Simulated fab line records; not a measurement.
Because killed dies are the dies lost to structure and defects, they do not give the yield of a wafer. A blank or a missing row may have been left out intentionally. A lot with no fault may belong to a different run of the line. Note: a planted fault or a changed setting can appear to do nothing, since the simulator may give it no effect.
fab line records	flow sky130
record lots=9	wafers=27	last_day=50
route steps=708 shown METAL1@454 VIA1@459 METAL2@483
lots untouched by any fault: they come from a run of this same line in which no faults occurred
start_h: start of the lot's first displayed wafer, in hours after the record's first day	wait_h: hours since the lot's step before	" as in the row above	L1.1+2: several wafers, shown together as one row	- no value, or no start was given	* or withheld: withheld	< > ~ a bound
route shown NAME@n: a module of which the file shows steps, and the number in the route of the first	usual: mean and standard deviation over wafers with no fault	same: alike in all rows	chamber/n: place in a boat	sites: each site's reading	_std_site: the values' standard deviation	_edge_site: inner sites' mean taken away from outer sites' mean	radius_mm: how far each site lies from the wafer's centre	mask NAME#n: copy n	behind: the most recent tool/chamber to have shaped the wafer	hold: why the lot was held/for how many hours/how that ended	device: whichever transistor did not switch (one of n, p or np)	end of line: the route-end tests of the same wafers	a step without rows: its recipe alone	killed: dies that structure and defects cost at the first sort, which is not the same as the wafer's yield	map: a wafer's dies, x killed, . not, _ none there
set.NAME: the run value of the setting; set.NAME@STEP: its run value at that earlier step	model.NAME: the simulator's own value behind a step, which no gauge read
one table for each step of the route and one row for each wafer, over a sample of lots
services: when a tool's chamber went out of use (start_h, in hours from the record's first day, below 0 if earlier), for how many hours, and the reason
## steps
# step SKY_METAL1_STRIP_20
# recipe chemistry=O2/N2	power_w=1400	pressure_mtorr=1500	platen_temp_c=withheld	o2_flow_sccm=3000	n2_flow_sccm=300	overash_fraction=0.5
# usual chamber_pressure_mTorr=1499.9/1.4	drypump_motor_current_A=5.94/0.27	oes_product_au=0.342/0.0049	strip_time_to_endpoint_s=2.67/0.031
lot.wafer	tool	chamber	start_h	wait_h	chamber_pressure_mTorr	drypump_motor_current_A	oes_product_au	rf_hours_counter_h	strip_time_to_endpoint_s
L789.2	plasma_asher-02	0	777.99	0.1	1499.9	5.83	0.342	34	2.68
L789.4	"	0	"	"	1503.0	5.80	0.345	-	2.66
L789.6	"	1	"	"	1498.8	6.06	0.339	-	2.65
L792.4	plasma_asher-02	0	795.88	0.1	1501.2	5.80	0.337	-	2.70
L792.5	"	0	"	"	1501.3	5.81	0.343	-	2.71
L792.6	"	1	"	"	1500.5	6.08	0.345	-	2.70
L791.1	plasma_asher-02	1	798.35	0.1	1498.6	6.07	0.345	36	2.59
L791.2	"	0	"	"	1500.4	5.80	0.339	36	2.66
L791.5	"	1	"	"	1500.6	6.07	0.343	-	2.68
L795.2	plasma_asher-02	0	820.20	0.1	1498.2	5.83	0.336	38	2.69
L795.4	"	1	"	"	1500.6	6.06	0.337	-	2.66
L795.6	"	1	"	"	1499.9	6.08	0.338	-	2.68
L796.2	plasma_asher-02	1	823.09	0.1	1501.0	6.08	0.343	38	2.67
L796.3	"	0	"	"	1499.4	5.79	0.343	-	2.72
L796.4	"	1	"	"	1499.7	6.08	0.337	-	2.65
L804.1	plasma_asher-01	0	891.05	0.1	1500.5	6.12	0.340	14	2.76
L804.3	"	0	"	"	1498.9	6.14	0.343	-	2.68
L804.6	"	0	"	"	1499.5	6.13	0.343	-	2.68
L807.1	plasma_asher-03	0	912.25	0.1	1496.7	5.81	0.338	82	2.66
L807.3	"	1	"	"	1499.9	5.69	0.344	-	2.66
L807.4	"	0	"	"	1498.3	5.80	0.341	-	2.66
L809.1	plasma_asher-02	1	914.95	0.1	1499.4	6.09	0.340	47	2.67
L809.3	"	1	"	"	1498.7	6.09	0.339	-	2.67
L809.5	"	1	"	"	1500.0	6.11	0.332	-	2.64
L810.2	plasma_asher-03	1	924.95	0.1	1500.1	5.73	0.338	84	2.61
L810.3	"	0	"	"	1498.3	5.81	0.339	-	2.65
L810.5	"	0	"	"	1499.8	5.81	0.344	-	2.65
# step SKY_VIA1_THK_MEAS_01
# recipe reads=SiO2_of_VIA1_HDPCVD_00
# usual VIA1_HDPCVD_THK=1029/12
lot.wafer	tool	chamber	start_h	wait_h	VIA1_HDPCVD_THK[nm]
L789.2	film_metro-04	-	778.70	0.1	1009
L789.4	"	-	"	"	1013
L789.6	"	-	"	"	1015
L792.4	film_metro-03	-	796.59	0.0	1026
L792.5	"	-	"	"	1019
L792.6	"	-	"	"	1022
L791.1	film_metro-03	-	799.06	0.1	1015
L791.2	"	-	"	"	1018
L791.5	"	-	"	"	1005
L795.2	film_metro-01	-	820.92	0.1	1040
L795.4	"	-	"	"	1020
L795.6	"	-	"	"	1037
L796.2	film_metro-01	-	823.80	0.1	1039
L796.3	"	-	"	"	1012
L796.4	"	-	"	"	1022
L804.1	film_metro-04	-	891.82	0.1	1020
L804.3	"	-	"	"	1042
L804.6	"	-	"	"	1037
L807.1	film_metro-03	-	913.01	0.1	1027
L807.3	"	-	"	"	1029
L807.4	"	-	"	"	1021
L809.1	film_metro-04	-	915.69	0.1	1046
L809.3	"	-	"	"	1042
L809.5	"	-	"	"	1052
L810.2	film_metro-04	-	925.66	0.1	1025
L810.3	"	-	"	"	1030
L810.5	"	-	"	"	1020
# step SKY_METAL2_SPUTTER_00
# recipe material=Ti	target_thk_nm=15	power_w=3000	time_s=10	chamber_pressure_pa=0.4
# usual throttle_valve_pct=30.4/0.93
lot.wafer	tool	chamber	start_h	wait_h	throttle_valve_pct
L789.2	pvd_sputter-04	-	807.96	0.2	29.5
L789.4	"	-	"	"	30.7
L789.6	"	-	"	"	30.7
L792.4	pvd_sputter-04	-	825.24	0.1	29.2
L792.5	"	-	"	"	29.2
L792.6	"	-	"	"	31.0
L791.1	pvd_sputter-01	-	827.67	0.2	29.7
L791.2	"	-	"	"	28.7
L791.5	"	-	"	"	30.4
L795.2	pvd_sputter-01	-	848.35	0.1	28.6
L795.4	"	-	"	"	30.7
L795.6	"	-	"	"	28.8
L796.2	pvd_sputter-01	-	851.52	0.1	30.5
L796.3	"	-	"	"	28.4
L796.4	"	-	"	"	29.9
L804.1	pvd_sputter-01	-	918.10	0.2	28.5
L804.3	"	-	"	"	29.8
L804.6	"	-	"	"	30.8
L807.1	pvd_sputter-01	-	939.03	0.1	29.6
L807.3	"	-	"	"	29.8
L807.4	"	-	"	"	28.6
L809.1	pvd_sputter-01	-	942.12	0.2	28.6
L809.3	"	-	"	"	30.1
L809.5	"	-	"	"	29.6
L810.2	pvd_sputter-03	-	952.12	0.1	30.5
L810.3	"	-	"	"	31.9
L810.5	"	-	"	"	31.8
# step SKY_METAL2_SPUTTER_02
# recipe material=AlCu	target_thk_nm=250	power_w=10600	time_s=13.3	chamber_pressure_pa=0.4
# usual throttle_valve_pct=30.4/0.93
lot.wafer	tool	chamber	start_h	wait_h	throttle_valve_pct
L789.2	pvd_sputter-04	-	808.01	0.0	29.1
L789.4	"	-	"	"	30.6
L789.6	"	-	"	"	30.6
L792.4	pvd_sputter-04	-	825.29	0.0	29.4
L792.5	"	-	"	"	29.3
L792.6	"	-	"	"	30.9
L791.1	pvd_sputter-01	-	827.72	0.0	29.8
L791.2	"	-	"	"	28.4
L791.5	"	-	"	"	30.7
L795.2	pvd_sputter-01	-	848.39	0.0	28.7
L795.4	"	-	"	"	30.7
L795.6	"	-	"	"	28.9
L796.2	pvd_sputter-01	-	851.56	0.0	30.8
L796.3	"	-	"	"	28.6
L796.4	"	-	"	"	30.2
L804.1	pvd_sputter-01	-	918.15	0.0	28.8
L804.3	"	-	"	"	29.4
L804.6	"	-	"	"	30.6
L807.1	pvd_sputter-01	-	939.07	0.0	29.9
L807.3	"	-	"	"	29.8
L807.4	"	-	"	"	28.7
L809.1	pvd_sputter-01	-	942.16	0.0	28.4
L809.3	"	-	"	"	29.9
L809.5	"	-	"	"	29.8
L810.2	pvd_sputter-03	-	952.17	0.0	30.7
L810.3	"	-	"	"	31.6
L810.5	"	-	"	"	31.7
# step SKY_METAL2_RS_MEAS_05
# recipe thk_meas_gauge=four-point-probe	reads=TiN_of_METAL2_SPUTTER_04+Ti_of_METAL2_SPUTTER_03+AlCu_of_METAL2_SPUTTER_02+TiN_of_METAL2_SPUTTER_01+Ti_of_METAL2_SPUTTER_00
# usual METAL2_ALCU_RS=0.1264/0.0016
lot.wafer	tool	chamber	start_h	wait_h	METAL2_ALCU_RS[ohm/sq]
L789.2	film_metro-02	-	808.12	0.0	0.1246
L789.4	"	-	"	"	0.1235
L789.6	"	-	"	"	0.1258
L792.4	film_metro-02	-	825.44	0.1	0.1269
L792.5	"	-	"	"	0.1262
L792.6	"	-	"	"	0.1274
L791.1	film_metro-02	-	827.81	0.0	0.1276
L791.2	"	-	"	"	0.1284
L791.5	"	-	"	"	0.1260
L795.2	film_metro-01	-	848.51	0.0	0.1248
L795.4	"	-	"	"	0.1644
L795.6	"	-	"	"	0.1254
L796.2	film_metro-01	-	851.68	0.0	0.1249
L796.3	"	-	"	"	0.1683
L796.4	"	-	"	"	0.1701
L804.1	film_metro-02	-	918.24	0.0	0.1262
L804.3	"	-	"	"	0.1270
L804.6	"	-	"	"	0.1261
L807.1	film_metro-01	-	939.16	0.0	0.1258
L807.3	"	-	"	"	0.1260
L807.4	"	-	"	"	0.1252
L809.1	film_metro-01	-	942.25	0.0	0.1241
L809.3	"	-	"	"	0.1247
L809.5	"	-	"	"	0.1261
L810.2	film_metro-03	-	952.28	0.0	0.1250
L810.3	"	-	"	"	0.1217
L810.5	"	-	"	"	0.1220
# step SKY_METAL2_THK_MEAS_06
# recipe thk_meas_gauge=xrf	reads=AlCu_of_METAL2_SPUTTER_02
# usual METAL2_ALCU_THK=251/3.5
lot.wafer	tool	chamber	start_h	wait_h	METAL2_ALCU_THK[nm]
L789.2	film_metro-02	-	808.23	0.1	257
L789.4	"	-	"	"	259
L789.6	"	-	"	"	253
L792.4	film_metro-02	-	825.53	0.1	252
L792.5	"	-	"	"	254
L792.6	"	-	"	"	252
L791.1	film_metro-02	-	827.93	0.1	252
L791.2	"	-	"	"	250
L791.5	"	-	"	"	253
L795.2	film_metro-01	-	848.62	0.1	253
L795.4	"	-	"	"	194
L795.6	"	-	"	"	254
L796.2	film_metro-01	-	851.79	0.1	252
L796.3	"	-	"	"	190
L796.4	"	-	"	"	188
L804.1	film_metro-02	-	918.36	0.1	254
L804.3	"	-	"	"	253
L804.6	"	-	"	"	254
L807.1	film_metro-01	-	939.28	0.1	252
L807.3	"	-	"	"	250
L807.4	"	-	"	"	250
L809.1	film_metro-01	-	942.37	0.1	256
L809.3	"	-	"	"	252
L809.5	"	-	"	"	248
L810.2	film_metro-03	-	952.39	0.1	251
L810.3	"	-	"	"	256
L810.5	"	-	"	"	257
# step SKY_METAL2_METAL_ETCH_19
# recipe target_depth_a=3600	stop_on=SiO2	over_etch_frac=0.3	time_s=78	chemistry=Cl2/BCl3	resist_sidewall_deg=88	pressure_mtorr=10	icp_w=900	bias_w=48.5	Cl2_flow_sccm=60	bcl3_flow_sccm=30
# usual chamber_pressure_mTorr=10.001/0.0088	drypump_motor_current_A=5.7/0.53	oes_product_au=0.855/0.0055	throttle_valve_pct=22.265/0.0085
# same over_etch_frac=0.3
lot.wafer	tool	chamber	start_h	wait_h	chamber_pressure_mTorr	drypump_motor_current_A	oes_product_au	rf_hours_counter_h	throttle_valve_pct
L789.2	rie_metal-01	0	834.82	0.0	9.999	4.8	0.856	5	22.258
L789.4	"	0	"	"	9.985	4.9	0.842	-	22.254
L789.6	"	0	"	"	10.021	4.8	0.858	-	22.269
L792.4	rie_metal-02	0	851.79	0.1	9.992	6.3	0.860	-	22.267
L792.5	"	0	"	"	9.987	6.4	0.854	-	22.271
L792.6	"	0	"	"	10.017	6.4	0.846	-	22.256
L791.1	rie_metal-01	1	853.50	0.0	9.997	5.7	0.848	8	22.277
L791.2	"	0	"	"	9.997	4.9	0.841	6	22.254
L791.5	"	0	"	"	10.000	4.9	0.854	-	22.258
L795.2	rie_metal-01	1	874.50	0.0	10.002	5.7	0.861	8	22.257
L795.4	"	1	"	"	9.997	5.7	0.811	-	22.260
L795.6	"	0	"	"	10.010	4.9	0.857	-	22.260
L796.2	rie_metal-03	1	878.15	0.0	10.016	5.9	0.857	3	22.257
L796.3	"	0	"	"	10.005	5.5	0.795	-	22.270
L796.4	"	1	"	"	10.002	5.9	0.797	-	22.268
L804.1	rie_metal-02	0	943.04	0.1	10.002	6.4	0.858	14	22.264
L804.3	"	0	"	"	10.002	6.3	0.854	-	22.260
L804.6	"	1	"	"	10.002	5.5	0.848	-	22.266
L807.1	rie_metal-03	0	963.96	0.1	10.003	5.5	0.855	14	22.273
L807.3	"	0	"	"	9.994	5.5	0.851	-	22.272
L807.4	"	0	"	"	9.988	5.5	0.859	-	22.280
L809.1	rie_metal-01	0	966.55	0.0	10.018	4.8	0.861	11	22.259
L809.3	"	0	"	"	9.997	4.9	0.865	-	22.273
L809.5	"	0	"	"	10.006	4.9	0.856	-	22.256
L810.2	rie_metal-02	1	976.95	0.0	9.989	5.5	0.865	6	22.265
L810.3	"	0	"	"	10.005	6.3	0.843	-	22.252
L810.5	"	1	"	"	10.006	5.5	0.849	-	22.279
## services
tool	chamber	start_h	hours	kind
plasma_asher-03	-	783.87	0.4	repair
plasma_asher-02	-	813.28	2.8	pm
plasma_asher-01	-	827.90	4.4	repair
pvd_sputter-04	2	830.43	-	consumable_replace:kit
pvd_sputter-04	2	830.43	18.0	scheduled_down
pvd_sputter-04	2	830.43	18.0	vent_cycle
pvd_sputter-03	-	830.85	1.2	repair
pvd_sputter-01	3	831.87	-	consumable_replace:kit
pvd_sputter-01	3	831.87	18.0	scheduled_down
pvd_sputter-01	3	831.87	18.0	vent_cycle
rie_metal-03	1	840.40	2.4	repair
rie_metal-02	1	848.24	-	clean
rie_metal-02	1	848.24	18.5	scheduled_down
rie_metal-02	1	848.24	18.5	vent_cycle
rie_metal-02	-	870.06	1.5	repair
pvd_sputter-03	-	871.82	5.3	repair
plasma_asher-02	-	877.02	4.0	repair
pvd_sputter-01	-	878.05	16.1	repair
rie_metal-01	-	912.37	2.8	pm
rie_metal-01	-	920.22	0.5	repair
plasma_asher-03	-	921.52	1.1	repair
pvd_sputter-03	-	940.61	5.2	repair
pvd_sputter-03	-	944.92	1.8	repair
rie_metal-03	1	948.72	16.2	repair
## key
first_sign step=SKY_METAL2_RS_MEAS_05	reading=METAL2_ALCU_RS	direction=up	sigmas=26	usual=0.1264	struck=0.1676
effect step=SKY_METAL2_THK_MEAS_06	reading=METAL2_ALCU_THK	direction=down	sigmas=17	usual=251	struck=190
effect step=SKY_METAL2_METAL_ETCH_19	reading=oes_product_au	direction=down	sigmas=9.9	usual=0.855	struck=0.801
met_at SKY_METAL2_SPUTTER_02
struck_lots L795,L796
struck_wafers L795.4,L796.3,L796.4
not_acting_at SKY_METAL1_STRIP_20,SKY_VIA1_THK_MEAS_01,SKY_METAL2_SPUTTER_00
onset_between 827.72 848.39
fault kind=process_parameter_drift	tool=pvd_sputter-01	chamber=-	onset_h=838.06	steps=SKY_METAL2_SPUTTER_02	channel=target_thk_nm	offset=-60.502	shape=step	end_h=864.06	scope=struck_wafers_only	acts_in=these_recipes_only	stated=250
